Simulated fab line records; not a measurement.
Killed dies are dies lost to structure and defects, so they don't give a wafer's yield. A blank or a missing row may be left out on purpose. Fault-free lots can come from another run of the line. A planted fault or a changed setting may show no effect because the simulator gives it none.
Split-lot trial ; flow gf180mcu ; on a route of 602 steps: 5 lots, 23 wafers read

THE SPLIT ITSELF
At GF_TOP_METAL_SPUTTER_00 (material Ti, target thk 37.5 nm, time 150 s), the setting power w was moved away from the recipe's 4000 W on 5 of the 23 wafers read, by +8.3%. All remaining wafers had this setting at the recipe value.

Reading taken at the split's own step.

THE READING
Ti_of_TOP_METAL_SPUTTER_00.thk nm (the simulator's own value, which no gauge read), in nm, at GF_TOP_METAL_SPUTTER_00 (material Ti, target thk 37.5 nm, time 150 s). There is no usual value for it anywhere in the file. Here, 18 wafers ran the recipe; their average is 37.59 nm with a standard deviation of 0.25 nm.

wafer;tool, chamber at the split;power w as run, W;against the recipe;Ti_of_TOP_METAL_SPUTTER_00.thk nm, nm;against lot-mates on the recipe
L074.1;pvd sputter-03, -;4330;+8.3%;40.79;+3.22
L074.2;pvd sputter-03, -;4000;recipe;37.6;-
L074.3;pvd sputter-03, -;4000;recipe;37.43;-
L074.4;pvd sputter-03, -;4330;+8.3%;41.21;+3.64
L074.6;pvd sputter-03, -;4000;recipe;37.69;-
L075.1;pvd sputter-04, -;4000;recipe;37.69;-
L075.2;pvd sputter-04, -;4000;recipe;37.56;-
L075.3;pvd sputter-04, -;4000;recipe;38.19;-
L075.5;pvd sputter-04, -;4000;recipe;37.71;-
L075.6;pvd sputter-04, -;4000;recipe;37.88;-
L077.1;pvd sputter-02, -;4330;+8.3%;40.5;+3.19
L077.2;pvd sputter-02, -;4000;recipe;37.37;-
L077.4;pvd sputter-02, -;4000;recipe;37.25;-
L077.5;pvd sputter-02, -;4330;+8.3%;40.28;+2.97
L077.6;pvd sputter-02, -;4330;+8.3%;40.72;+3.41
L080.1;pvd sputter-03, -;4000;recipe;37.4;-
L080.3;pvd sputter-03, -;4000;recipe;37.56;-
L080.5;pvd sputter-03, -;4000;recipe;37.26;-
L081.1;pvd sputter-02, -;4000;recipe;37.86;-
L081.2;pvd sputter-02, -;4000;recipe;37.22;-
L081.3;pvd sputter-02, -;4000;recipe;37.8;-
L081.4;pvd sputter-02, -;4000;recipe;37.64;-
L081.6;pvd sputter-02, -;4000;recipe;37.43;-

FIT RESULTS
A straight line over all 23 wafers: Ti_of_TOP_METAL_SPUTTER_00.thk nm changes by +0.378 nm for each +1% of power w; r = +0.98; the points scatter about the line by 0.27 nm.
The same after taking each lot's own level away (the mean of its wafers on the recipe; 23 wafers): +0.398 nm for each +1%; r = +0.99; scatter 0.2 nm.
Per that fit: largest power w move, reading shift of 3.3 nm.
The lots' own levels span 37.310 to 37.806 nm, that is 2.0 times the standard deviation above.
The two slopes agree, so the slope changes little with the lot-to-lot level.
Check: with one of the wafers moved furthest among these (+8.3%) left out of the fit, the line predicts +3.3 nm for it against its lot-mates. It came out at +3.22 nm against them.

FILE'S OWN FIT
Ti_of_TOP_METAL_SPUTTER_00.thk nm changes by +0.401 nm for each +1% of power w, r = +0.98.
